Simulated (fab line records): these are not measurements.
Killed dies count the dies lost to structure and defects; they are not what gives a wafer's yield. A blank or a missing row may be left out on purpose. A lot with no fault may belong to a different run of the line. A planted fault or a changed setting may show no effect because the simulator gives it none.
Struck lot and sound lot, side by side	flow sky130	43 out of 708 route steps
Sound: the wafers L876.4, L876.5, L876.6. Wafers struck: L874.1, L874.2, L874.6. Last of all comes the cause.
Order at every step that has rows: each side's tool, ch and its chambers, its first start. Under that, the readings that differ: sound wafers	struck wafers	difference of the means	sigmas: that difference in standard deviations of wafers without a fault.
alike: same words and numbers on both sides, and readings whose means sit less than 2 such deviations apart. not compared: any withheld reading, any reading some wafer has no value for, any bound like >300 that may hide the same value, and any number with overlapping values for which the record gives no deviation.
A row with sigmas, a row that says differs or no value, or rows on one side alone: a step with any of these is where the two part. When numbers do not overlap yet have no deviation, they are printed without sigmas and do not part them. A reading that every wafer of one side lacks parts them only if that side has two wafers or more.

first, 1 step without rows for these wafers: SKY_GATE_OXIDE_OXIDATION_01 (stabilise 600 s, purge 300 s, target thk 10.268 nm).
SKY_GATE_OXIDE_THK_MEAS_02:
  sound on filmMetro-03 at day 17 10:14; struck on filmMetro-03 at day 17 00:35
reading	sound	struck	difference	sigmas
GATE_OXIDE_OXIDATION_00_THK (nm)	10.29 10.18 10.15	10.59 10.49 10.65	+0.37	+2
then, 7 steps without rows for these wafers: SKY_GATE_OXIDE_DEHYDRATE_03 (time 60 s); SKY_GATE_OXIDE_HMDS_04 (prime time 60 s); SKY_GATE_OXIDE_COAT_05 (resist thk 1140 nm); SKY_GATE_OXIDE_SOFTBAKE_06 (time 60 s); SKY_GATE_OXIDE_EXPOSE_07 (exposes mask LVOM, target cd 600 nm); SKY_GATE_OXIDE_PEB_08; SKY_GATE_OXIDE_DEVELOP_09 (develop time 60 s).
SKY_GATE_OXIDE_OVL_MEAS_10:
  sound on overlay-02 at day 18 15:44; struck on overlay-01 at day 18 05:45
  alike: GATE_OXIDE_OVL
then, 2 steps without rows for these wafers: SKY_GATE_OXIDE_IMPLANT_11; SKY_GATE_OXIDE_WET_ETCH_12 (etches SiO2 in dHF, target depth 16.8 nm, time 336 s).
SKY_GATE_OXIDE_STRIP_13: strips in O2/N2.
  sound on plasmaAsher-04 ch 0,1, day 18 16:03; struck on plasmaAsher-02 ch 0,1, day 18 06:02
  alike: drypumpMotorCurrentA, oesProductAu, stripTimeToEndpointS
  not compared: rfHoursCounterH
SKY_GATE_OXIDE_TW_MEAS_14:
  sound on filmMetro-04 at day 18 16:08; struck on filmMetro-04 at day 18 06:08
  alike: GATE_OXIDE_TW
then, 3 steps without rows for these wafers: SKY_GATE_OXIDE_CLEAN_15 (cleans in SC1/SC2, time 150 s); SKY_GATE_OXIDE_OXIDATION_16 (stabilise 600 s, purge 300 s, target thk 3.57 nm); SKY_POLY_GATE_CVD_00 (deposits poly-Si, target thk 180 nm, time 720 s).
SKY_POLY_GATE_THK_MEAS_01:
  sound on filmMetro-04 at day 18 19:53; struck on filmMetro-04 at day 18 09:13
  alike: POLY_GATE_CVD_00_THK
then, 8 steps without rows for these wafers: SKY_RES_PROTECT_DEHYDRATE_00 (time 60 s); SKY_RES_PROTECT_HMDS_01 (prime time 60 s); SKY_RES_PROTECT_COAT_02 (resist thk 1140 nm); SKY_RES_PROTECT_SOFTBAKE_03 (time 60 s); SKY_RES_PROTECT_EXPOSE_04 (exposes mask RPM, target cd 1270 nm); SKY_RES_PROTECT_PEB_05; SKY_RES_PROTECT_DEVELOP_06 (develop time 60 s); SKY_POLY_GATE_IMPLANT_02.
SKY_RES_PROTECT_STRIP_07: strips in O2/N2.
  sound on plasmaAsher-01 ch 0,1, day 20 02:31; struck on plasmaAsher-01 ch 0,1, day 19 15:35
  alike: drypumpMotorCurrentA, oesProductAu, stripTimeToEndpointS
  not compared: rfHoursCounterH
SKY_RES_PROTECT_TW_MEAS_08:
  sound on filmMetro-02 at day 20 02:37; struck on filmMetro-01 at day 19 15:41
  alike: POLY_GATE_TW
then, 2 steps without rows for these wafers: SKY_RES_PROTECT_CLEAN_09 (cleans in SC1/SC2, time 150 s); SKY_POLY_GATE_CVD_03 (deposits Si3N4 from DCS/NH3, target thk 75 nm, time 1290 s).
SKY_POLY_GATE_THK_MEAS_04:
  sound on filmMetro-04 at day 20 04:05; struck on filmMetro-04 at day 19 17:10
  alike: POLY_GATE_CVD_03_THK
then, 8 steps without rows for these wafers: SKY_POLY_GATE_DEHYDRATE_05 (time 60 s); SKY_POLY_GATE_HMDS_06 (prime time 60 s); SKY_POLY_GATE_COAT_07 (resist thk 110 nm); SKY_POLY_GATE_COAT_08 (resist thk 450 nm); SKY_POLY_GATE_SOFTBAKE_09 (time 90 s); SKY_POLY_GATE_EXPOSE_10 (exposes mask P1M, target cd 150 nm); SKY_POLY_GATE_PEB_11; SKY_POLY_GATE_DEVELOP_12 (develop time 60 s).
SKY_POLY_GATE_CD_MEAS_13: the cd target is 150 nm.
  sound on cdSem-02 at day 21 10:11; struck on cdSem-01 at day 20 23:55
  alike: cdNm
SKY_POLY_GATE_OVL_MEAS_14:
  sound on overlay-02 at day 21 10:16; struck on overlay-02 at day 21 00:02
  alike: POLY_GATE_OVL
SKY_POLY_GATE_ETCH_15: etches BARC in N2/H2, stops on SiO2, time 118.5 s, target depth 110 nm.
  sound on rieDiel-03 ch 1,2,3, day 21 10:19; struck on rieDiel-01 ch 0,1,2, day 21 00:04
  alike: drypumpMotorCurrentA, h2FlowSccm, oesProductAu, throttleValvePct
  not compared: rfHoursCounterH
-- the record jumps here: 28 days lie between the struck wafers' starts before and after (it left off in module POLY_GATE and takes up again in module PAD_OPEN, whose first step shown is number 708 of the route) --
SKY_PAD_OPEN_PROBE_99:
  sound on prober-01 at day 49 03:13; struck on prober-02 at day 48 19:25
reading	sound	struck	difference	sigmas
killedAtFrontEnd	13 8 18	69 68 89	+62	+14
killedDies	83 85 83	130 126 153	+53	+5
  alike: killed_at_M0_to_M3, killed_at_M4_up, killedAtContacts, killedAtOther, killedOpen, killedShort

WHERE THEY PART
Last at SKY_PAD_OPEN_PROBE_99 as far as this record goes, first at SKY_GATE_OXIDE_THK_MEAS_02.

WHY: the cause the simulator had injected
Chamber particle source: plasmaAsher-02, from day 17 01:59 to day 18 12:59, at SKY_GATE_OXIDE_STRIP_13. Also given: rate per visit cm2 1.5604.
